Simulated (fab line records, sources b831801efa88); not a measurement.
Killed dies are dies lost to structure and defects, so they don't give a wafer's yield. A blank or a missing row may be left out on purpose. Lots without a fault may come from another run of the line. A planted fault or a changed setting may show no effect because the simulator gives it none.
Which tool did it? | flow gf180mcu | 13 lots, 39 wafers sampled, at 5 steps of a route of 602

WHAT THE GAUGES READ, wafer by wafer
GF_M3_RS_MEAS_05: measures by four-point-probe.
lot  | measured     | on            | M3_ALCU_RS (ohm/sq)
L994 | day 20 20:18 | film_metro-02 | 0.0692 0.0699 0.0693
L996 | day 21 10:14 | film_metro-02 | 0.0684 0.0682 0.0684
L999 | day 22 08:29 | film_metro-02 | 0.0699 0.0694 0.0695
L101 | day 22 19:57 | film_metro-04 | 0.0688 0.0688 0.0689
L102 | day 23 10:30 | film_metro-04 | 0.0694 0.0698 0.0708
L103 | day 23 16:05 | film_metro-02 | 0.0701 0.0706 0.0696
L105 | day 24 11:35 | film_metro-02 | 0.0694 0.0712 0.0712
L106 | day 24 18:07 | film_metro-02 | 0.0362 0.0361 0.0362 0.0362 0.0361 0.0362
L107 | day 25 02:58 | film_metro-01 | 0.0693 0.0702 0.0697
L110 | day 26 00:03 | film_metro-01 | 0.0362 0.0362 0.0361 0.0362 0.0361 0.0361
L112 | day 26 18:34 | film_metro-01 | 0.0705 0.0701 0.0706
L115 | day 27 17:46 | film_metro-01 | 0.0693 0.0691 0.0698
L116 | day 27 19:25 | film_metro-04 | 0.0696 0.0704 0.0700

WHICH TOOL RAN EACH LOT (tool, then ch and the chambers of the sampled wafers, then the start)
lot  | GF_V2_ETCH_17                                 | GF_V2_SPUTTER_21             | GF_M3_SPUTTER_00             | GF_M3_SPUTTER_02
L994 | rie_diel-01 ch 1,3, day 20 19:22 or earlier   | pvd_sputter-04, day 20 19:22 | pvd_sputter-01, day 20 20:04 | pvd_sputter-01, day 20 20:11
L996 | rie_diel-02 ch 0,2,3, day 21 09:20 or earlier | pvd_sputter-03, day 21 09:20 | pvd_sputter-01, day 21 10:01 | pvd_sputter-01, day 21 10:09
L999 | rie_diel-03 ch 0,2,3, day 22 07:32 or earlier | pvd_sputter-03, day 22 07:32 | pvd_sputter-01, day 22 08:13 | pvd_sputter-01, day 22 08:21
L101 | rie_diel-01 ch 0,2, day 22 19:01 or earlier   | pvd_sputter-02, day 22 19:01 | pvd_sputter-03, day 22 19:43 | pvd_sputter-03, day 22 19:50
L102 | rie_diel-03 ch 0,1,2, day 23 09:33 or earlier | pvd_sputter-04, day 23 09:33 | pvd_sputter-04, day 23 10:14 | pvd_sputter-04, day 23 10:22
L103 | rie_diel-03 ch 1,3, day 23 15:09 or earlier   | pvd_sputter-03, day 23 15:09 | pvd_sputter-01, day 23 15:52 | pvd_sputter-01, day 23 15:59
L105 | rie_diel-03 ch 1,2, day 24 10:41 or earlier   | pvd_sputter-02, day 24 10:41 | pvd_sputter-03, day 24 11:22 | pvd_sputter-03, day 24 11:30
L106 | rie_diel-03 ch 0,1,3, day 24 17:12 or earlier | pvd_sputter-03, day 24 17:12 | pvd_sputter-01, day 24 17:54 | pvd_sputter-01, day 24 18:02
L107 | rie_diel-01 ch 0,2,3, day 25 02:02 or earlier | pvd_sputter-03, day 25 02:02 | pvd_sputter-04, day 25 02:43 | pvd_sputter-04, day 25 02:51
L110 | rie_diel-02 ch 0,1,2, day 25 23:07 or earlier | pvd_sputter-03, day 25 23:07 | pvd_sputter-01, day 25 23:49 | pvd_sputter-01, day 25 23:56
L112 | rie_diel-01 ch 1,2,3, day 26 17:39 or earlier | pvd_sputter-04, day 26 17:39 | pvd_sputter-04, day 26 18:21 | pvd_sputter-04, day 26 18:29
L115 | rie_diel-02 ch 1,2, day 27 16:49 or earlier   | pvd_sputter-03, day 27 16:49 | pvd_sputter-04, day 27 17:30 | pvd_sputter-04, day 27 17:38
L116 | rie_diel-02 ch 0,2,3, day 27 18:29 or earlier | pvd_sputter-03, day 27 18:29 | pvd_sputter-04, day 27 19:10 | pvd_sputter-04, day 27 19:18
- GF_V2_ETCH_17: etches SiO2 in C4F8/O2/Ar, stops on TiN, target depth 630 nm.
- GF_V2_SPUTTER_21: material Ti, target thk 15 nm, time 80.02 s.
- GF_M3_SPUTTER_00: material Ti, target thk 37.5 nm, time 150 s.
- GF_M3_SPUTTER_02: material AlCu, target thk 450 nm, time 23.9 s.

WHAT THE TOOLS THEMSELVES READ (means of the sampled wafers that have a number; where no wafer has one, the mark that the record gives instead)
GF_V2_ETCH_17.
lot  | tool        | oes_product_au (a.u.)
L994 | rie_diel-01 | 0.857
L996 | rie_diel-02 | 0.859
L999 | rie_diel-03 | 0.860
L101 | rie_diel-01 | 0.855
L102 | rie_diel-03 | 0.856
L103 | rie_diel-03 | 0.857
L105 | rie_diel-03 | 0.852
L106 | rie_diel-03 | 0.858
L107 | rie_diel-01 | 0.856
L110 | rie_diel-02 | 0.856
L112 | rie_diel-01 | 0.857
L115 | rie_diel-02 | 0.853
L116 | rie_diel-02 | 0.855

GF_V2_SPUTTER_21.
lot  | tool           | throttle_valve_pct (%)
L994 | pvd_sputter-04 | 31.4
L996 | pvd_sputter-03 | 30.7
L999 | pvd_sputter-03 | 29.4
L101 | pvd_sputter-02 | 29.7
L102 | pvd_sputter-04 | 31.3
L103 | pvd_sputter-03 | 30.0
L105 | pvd_sputter-02 | 29.6
L106 | pvd_sputter-03 | 30.2
L107 | pvd_sputter-03 | 31.1
L110 | pvd_sputter-03 | 30.6
L112 | pvd_sputter-04 | 30.9
L115 | pvd_sputter-03 | 29.9
L116 | pvd_sputter-03 | 30.1

GF_M3_SPUTTER_00.
lot  | tool           | throttle_valve_pct (%)
L994 | pvd_sputter-01 | 30.4
L996 | pvd_sputter-01 | 32.3
L999 | pvd_sputter-01 | 32.1
L101 | pvd_sputter-03 | 29.9
L102 | pvd_sputter-04 | 30.7
L103 | pvd_sputter-01 | 31.7
L105 | pvd_sputter-03 | 31.4
L106 | pvd_sputter-01 | 30.9
L107 | pvd_sputter-04 | 30.5
L110 | pvd_sputter-01 | 32.4
L112 | pvd_sputter-04 | 30.9
L115 | pvd_sputter-04 | 31.1
L116 | pvd_sputter-04 | 31.4

GF_M3_SPUTTER_02.
lot  | tool           | throttle_valve_pct (%)
L994 | pvd_sputter-01 | 30.3
L996 | pvd_sputter-01 | 32.2
L999 | pvd_sputter-01 | 32.4
L101 | pvd_sputter-03 | 30.2
L102 | pvd_sputter-04 | 30.8
L103 | pvd_sputter-01 | 31.5
L105 | pvd_sputter-03 | 31.4
L106 | pvd_sputter-01 | 31.0
L107 | pvd_sputter-04 | 30.5
L110 | pvd_sputter-01 | 32.5
L112 | pvd_sputter-04 | 30.9
L115 | pvd_sputter-04 | 30.9
L116 | pvd_sputter-04 | 31.5

THE ANSWER, worked out from the rows above alone
Rule: what is usual is taken from the lots themselves. Put in order of their means at a reading, lots are off if they are a third of the lots or fewer, leave a main group of 4 or more, and stand apart from it by a gap of 3 or more times the standard deviation of the main group's means; of several such gaps the widest counts. A main group whose means are all the same, to the digits that the tables above print for the reading, isn't used. A lot without any number at a reading at which 4 lots or more have one is off too. The other lots that the step has rows for count as sound. The gauges are gone through in route order, then the tools' own readings, and for those a lot's mean is taken as printed above. The first step at which some lot is off is used, and at that step the reading that is off furthest; a lot without a number counts as furthest.
Off: L106, L110, at GF_M3_RS_MEAS_05 (M3_ALCU_RS). The main group: mean 0.0697 ohm/sq, standard deviation 0.00063.
A tool fits if, at a process step before that reading, it ran every lot that is off, and no sound lot after the first of them. The gauges at GF_M3_RS_MEAS_05 are tried like those tools. GF_V2_ETCH_17 gives no start for some lots, so the hours and the order of its lots are those of GF_V2_SPUTTER_21. One fits: pvd_sputter-01 at GF_M3_SPUTTER_00 and GF_M3_SPUTTER_02. At GF_M3_SPUTTER_00 its last sound lot is L103 (day 23 15:52), its first lot that is off L106 (day 24 17:54): a fault that began between those two fits.

WHAT THE SIMULATOR HAD PUT IN
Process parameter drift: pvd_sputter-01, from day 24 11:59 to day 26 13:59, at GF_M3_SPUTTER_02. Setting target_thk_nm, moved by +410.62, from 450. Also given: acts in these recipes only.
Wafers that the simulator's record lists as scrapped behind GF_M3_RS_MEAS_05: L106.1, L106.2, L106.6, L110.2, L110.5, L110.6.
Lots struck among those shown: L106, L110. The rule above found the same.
